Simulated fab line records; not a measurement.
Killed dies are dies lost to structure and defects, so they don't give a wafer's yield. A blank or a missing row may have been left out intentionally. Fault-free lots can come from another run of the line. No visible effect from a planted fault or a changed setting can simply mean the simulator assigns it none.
Matching of chambers || flow sky130 || rie diel-03 running SKY_VIA2_ETCH_14: 4 sister chambers
The step etches BARC in N2/H2, stops on SiO2, time 45.9 s, target depth 60 nm. 18 wafers are shown with their chamber, then 9 later ones without.

## WAFERS PAIRED WITH THEIR CHAMBERS
{"wafer": "L074.3", "chamber": 3, "throttle valve pct (%)": 13.220, "oes product au (a.u.)": 0.860}
{"wafer": "L074.5", "chamber": 1, "throttle valve pct (%)": 13.222, "oes product au (a.u.)": 0.856}
{"wafer": "L074.6", "chamber": 0, "throttle valve pct (%)": 13.222, "oes product au (a.u.)": 0.857}
{"wafer": "L077.1", "chamber": 0, "throttle valve pct (%)": 13.248, "oes product au (a.u.)": 0.849}
{"wafer": "L077.4", "chamber": 1, "throttle valve pct (%)": 13.237, "oes product au (a.u.)": 0.860}
{"wafer": "L077.6", "chamber": 2, "throttle valve pct (%)": 13.216, "oes product au (a.u.)": 0.857}
{"wafer": "L080.2", "chamber": 2, "throttle valve pct (%)": 13.238, "oes product au (a.u.)": 0.859}
{"wafer": "L080.4", "chamber": 0, "throttle valve pct (%)": 13.225, "oes product au (a.u.)": 0.858}
{"wafer": "L080.6", "chamber": 0, "throttle valve pct (%)": 13.223, "oes product au (a.u.)": 0.846}
{"wafer": "L085.1", "chamber": 2, "throttle valve pct (%)": 13.233, "oes product au (a.u.)": 0.853}
{"wafer": "L085.2", "chamber": 3, "throttle valve pct (%)": 13.210, "oes product au (a.u.)": 0.851}
{"wafer": "L085.3", "chamber": 0, "throttle valve pct (%)": 13.225, "oes product au (a.u.)": 0.853}
{"wafer": "L088.2", "chamber": 0, "throttle valve pct (%)": 13.238, "oes product au (a.u.)": 0.856}
{"wafer": "L088.3", "chamber": 2, "throttle valve pct (%)": 13.228, "oes product au (a.u.)": 0.851}
{"wafer": "L088.5", "chamber": 0, "throttle valve pct (%)": 13.205, "oes product au (a.u.)": 0.859}
{"wafer": "L090.1", "chamber": 2, "throttle valve pct (%)": 13.226, "oes product au (a.u.)": 0.849}
{"wafer": "L090.2", "chamber": 3, "throttle valve pct (%)": 13.221, "oes product au (a.u.)": 0.853}
{"wafer": "L090.3", "chamber": 1, "throttle valve pct (%)": 13.230, "oes product au (a.u.)": 0.857}

SIGNATURES (averages over the wafers above)
{"reading": "throttle valve pct", "chamber 0": 13.22657, "chamber 1": 13.22967, "chamber 2": 13.22820, "chamber 3": 13.21700, "scatter within a chamber": 0.0105}
{"reading": "oes product au", "chamber 0": 0.85400, "chamber 1": 0.85767, "chamber 2": 0.85380, "chamber 3": 0.85467, "scatter within a chamber": 0.00436}
Rule: a wafer's distance from a chamber is the root of the sum, over the readings, of the square of ((its reading less the chamber's mean) divided by the reading's scatter). The wafer belongs to the nearest chamber; if the next one is less than 2 further off, it can't be placed. The scatter: take each reading less its chamber's mean, square it, sum over the shown wafers, divide by the number of wafers less the number of chambers, and take the root.

## WAFERS MISSING THEIR CHAMBER
{"wafer": "L091.4", "throttle valve pct (%)": 13.234, "oes product au (a.u.)": 0.853}
{"wafer": "L091.5", "throttle valve pct (%)": 13.236, "oes product au (a.u.)": 0.853}
{"wafer": "L091.6", "throttle valve pct (%)": 13.234, "oes product au (a.u.)": 0.854}
{"wafer": "L096.3", "throttle valve pct (%)": 13.220, "oes product au (a.u.)": 0.860}
{"wafer": "L096.4", "throttle valve pct (%)": 13.228, "oes product au (a.u.)": 0.851}
{"wafer": "L096.5", "throttle valve pct (%)": 13.197, "oes product au (a.u.)": 0.860}
{"wafer": "L097.1", "throttle valve pct (%)": 13.223, "oes product au (a.u.)": 0.855}
{"wafer": "L097.3", "throttle valve pct (%)": 13.233, "oes product au (a.u.)": 0.857}
{"wafer": "L097.5", "throttle valve pct (%)": 13.228, "oes product au (a.u.)": 0.851}

## THE CHAMBER EACH PASSED THROUGH
{"wafer": "L091.4", "from the rows above": "can't be placed: 2 or 0 or 1 or 3", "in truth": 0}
{"wafer": "L091.5", "from the rows above": "can't be placed: 2 or 0 or 1 or 3", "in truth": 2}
{"wafer": "L091.6", "from the rows above": "can't be placed: 2 or 0 or 1 or 3", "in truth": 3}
{"wafer": "L096.3", "from the rows above": "can't be placed: 1 or 3 or 0 or 2", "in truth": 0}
{"wafer": "L096.4", "from the rows above": "can't be placed: 2 or 0 or 3 or 1", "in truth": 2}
{"wafer": "L096.5", "from the rows above": "can't be placed: 3 or 0 or 1 or 2", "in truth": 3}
{"wafer": "L097.1", "from the rows above": "can't be placed: 0 or 2 or 3 or 1", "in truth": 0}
{"wafer": "L097.3", "from the rows above": "can't be placed: 1 or 2 or 0 or 3", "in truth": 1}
{"wafer": "L097.5", "from the rows above": "can't be placed: 2 or 0 or 3 or 1", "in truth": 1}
Correct placement for 0 of the 9. Not placeable from these rows: 9 (in 9, the candidates include the true chamber). Placed wrongly: 0.
